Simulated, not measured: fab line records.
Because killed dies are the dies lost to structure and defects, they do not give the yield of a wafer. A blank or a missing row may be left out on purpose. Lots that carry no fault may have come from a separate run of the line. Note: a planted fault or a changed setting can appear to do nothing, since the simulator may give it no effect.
A struck lot beside a sound one ; flow sky130 ; 42 out of 708 route steps
Sound: these wafers, L859.2, L859.4, L859.6. Wafers struck: L874.2, L874.3, L874.5. The cause is given at the end.
At each step with rows: each side's tool, then ch and its chambers, then its first start. Under that, the readings that differ: sound wafers ; struck wafers ; difference of the means ; sigmas: that difference in standard deviations of wafers without a fault.
alike: same words and numbers on both sides, and readings whose means sit less than 2 such deviations apart. not compared: any withheld reading, any reading some wafer has no value for, any bound like >300 that may hide the same value, and any number with overlapping values for which the record gives no deviation.
Wherever a step has rows on one side only, a row that says differs or no value, or a row with sigmas, the two part there. When numbers do not overlap yet have no deviation, they are printed without sigmas and do not part them. A reading that every wafer of one side lacks parts them only if that side has two wafers or more.

first, 4 steps without rows for these wafers: SKY_PWDE_SOFTBAKE_03; SKY_PWDE_EXPOSE_04 (exposes mask PWDEM, target cd 840 nm); SKY_PWDE_PEB_05; SKY_PWDE_DEVELOP_06 (develop time 60 s).
SKY_PWDE_OVL_MEAS_07:
  sound on overlay-01 at day 3 21:32; struck on overlay-02 at day 7 10:35
  alike: PWDE_OVL
next, for these wafers, 1 step has no rows: SKY_PWDE_IMPLANT_08.
SKY_PWDE_STRIP_09: strips in O2/N2.
  sound on plasma_asher-02 ch 0,1, day 3 21:43; struck on plasma_asher-01 ch 0,1, day 7 10:46
  alike: drypump_motor_current_A, oes_product_au, strip_time_to_endpoint_s
  not compared: rf_hours_counter_h
SKY_PWDE_TW_MEAS_10:
  sound on film_metro-02 at day 3 21:50; struck on film_metro-02 at day 7 10:53
  alike: PWDE_TW
then, 4 steps without rows for these wafers: SKY_NWELL_DEHYDRATE_03 (time 60 s); SKY_NWELL_HMDS_04 (prime time 60 s); SKY_NWELL_COAT_05 (resist thk 3000 nm); SKY_NWELL_SOFTBAKE_06.
SKY_NWELL_EXPOSE_07: exposes mask NWM, target cd 840 nm.
  sound on iline_stepper-02 ch 0, day 4 04:43; struck on iline_stepper-02 ch 0, day 7 21:08
reading;sound;struck;difference;sigmas
exposure_dose_mJ_cm2;255.25 255.08 255.34;254.49 254.59 254.76;-0.61;-2
  alike: mask
then, 2 steps without rows for these wafers: SKY_NWELL_PEB_08; SKY_NWELL_DEVELOP_09 (develop time 60 s).
SKY_NWELL_OVL_MEAS_10:
  sound on overlay-02 at day 4 13:26; struck on overlay-01 at day 8 06:35
  alike: NWELL_00_OVL
then, 3 steps without rows for these wafers: SKY_NWELL_IMPLANT_11; SKY_NWELL_IMPLANT_12; SKY_NWELL_IMPLANT_13.
SKY_NWELL_STRIP_14: strips in O2/N2.
  sound on plasma_asher-01 ch 0,1, day 4 13:55; struck on plasma_asher-04 ch 0,1, day 8 07:04
  alike: drypump_motor_current_A, oes_product_au, strip_time_to_endpoint_s
  not compared: rf_hours_counter_h
SKY_NWELL_TW_MEAS_15:
  sound on film_metro-02 at day 4 14:02; struck on film_metro-04 at day 8 07:11
  alike: NWELL_TW
then, 7 steps without rows for these wafers: SKY_NWELL_DEHYDRATE_16 (time 60 s); SKY_NWELL_HMDS_17 (prime time 60 s); SKY_NWELL_COAT_18 (resist thk 3000 nm); SKY_NWELL_SOFTBAKE_19; SKY_NWELL_EXPOSE_20 (exposes mask NWM COMPLEMENT, target cd 840 nm); SKY_NWELL_PEB_21; SKY_NWELL_DEVELOP_22 (develop time 60 s).
SKY_NWELL_OVL_MEAS_23:
  sound on overlay-01 at day 5 06:14; struck on overlay-01 at day 9 04:32
reading;sound;struck;difference;sigmas
NWELL_01_OVL (nm);4.1 1.1 0.4;-1.1 -1.0 -1.0;-2.9;-2
next, for these wafers, 1 step has no rows: SKY_NWELL_IMPLANT_24.
SKY_NWELL_STRIP_25: strips in O2/N2.
  sound on plasma_asher-03 ch 0,1, day 5 06:25; struck on plasma_asher-03 ch 0, day 9 04:43
  alike: drypump_motor_current_A, oes_product_au, strip_time_to_endpoint_s
  not compared: rf_hours_counter_h
SKY_NWELL_TW_MEAS_26:
  sound on film_metro-01 at day 5 06:31; struck on film_metro-04 at day 9 04:49
  alike: NWELL_2_TW
then, 1 step without rows for these wafers: SKY_NWELL_CLEAN_27 (cleans in SC1/SC2, time 150 s).
SKY_NWELL_RTA_28: time 30 s.
  sound on rtp_anneal-02 ch 0, day 5 06:38; struck on rtp_anneal-02 ch 0, day 9 04:56
  alike: chamber_o2_ppm, lamp_power_pct, wafer_temp_C_max
SKY_NWELL_RS_MEAS_29: measures by four-point-probe.
  sound on film_metro-02 at day 5 06:44; struck on film_metro-02 at day 9 05:02
reading;sound;struck;difference;sigmas
NWELL_RS (ohm/sq);623.6 624.8 623.4;619.2 620.3 621.1;-3.7;-2
SKY_NWELL_RS_MEAS_31: measures by four-point-probe.
  sound on film_metro-02 at day 5 06:59; struck on film_metro-02 at day 9 05:17
reading;sound;struck;difference;sigmas
PWDE_RS (ohm/sq);5247 5244 5252;5306 5297 5291;+50;+3
then, 5 steps without rows for these wafers: SKY_VT_ADJUST_HVTP_DEHYDRATE_00 (time 60 s); SKY_VT_ADJUST_HVTP_HMDS_01 (prime time 60 s); SKY_VT_ADJUST_HVTP_COAT_02 (resist thk 1140 nm); SKY_VT_ADJUST_HVTP_SOFTBAKE_03 (time 60 s); SKY_VT_ADJUST_HVTP_EXPOSE_04 (exposes mask HVTPM, target cd 380 nm).
-- record jumps: 41 days separate the struck wafers' starts on either side; left off in module VT_ADJUST_HVTP, taken up again in module PAD_OPEN, whose first shown step is the route's number 708 --
SKY_PAD_OPEN_PROBE_99:
  sound on prober-02 at day 45 21:05; struck on prober-01 at day 49 20:03
reading;sound;struck;difference;sigmas
model.etest.nfet_16v.r_on_ohm_um;1.412e+04 1.417e+04 1.402e+04;1.347e+04 1.34e+04 1.349e+04;-6.500e+02;
model.etest.res_nwell.width_nm (nm);835.1 833.8 830.6;907.9 907.5 872;+62.6;
model.etest.res_iso_pwell.width_nm (nm);2648 2657 2658;2617 2610 2619;-39;
model.etest.pfet_16v.drive_ua_um;241.3 242.3 246.2;233.8 235.6 241.1;-6.4;
  alike: killed_at_M0_to_M3, killed_at_M4_up, killed_at_contacts, killed_at_front_end, killed_at_other, killed_dies, killed_on_rim, killed_open, killed_short

== WHERE THEY PART ==
First at SKY_NWELL_EXPOSE_07; last, within this record, at SKY_NWELL_RS_MEAS_31. Later steps at which nothing parts them and some readings are alike: SKY_PAD_OPEN_PROBE_99.

WHY: what the simulator had put in
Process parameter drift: iline_stepper-02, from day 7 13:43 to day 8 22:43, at SKY_NWELL_EXPOSE_07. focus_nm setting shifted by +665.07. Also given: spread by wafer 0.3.
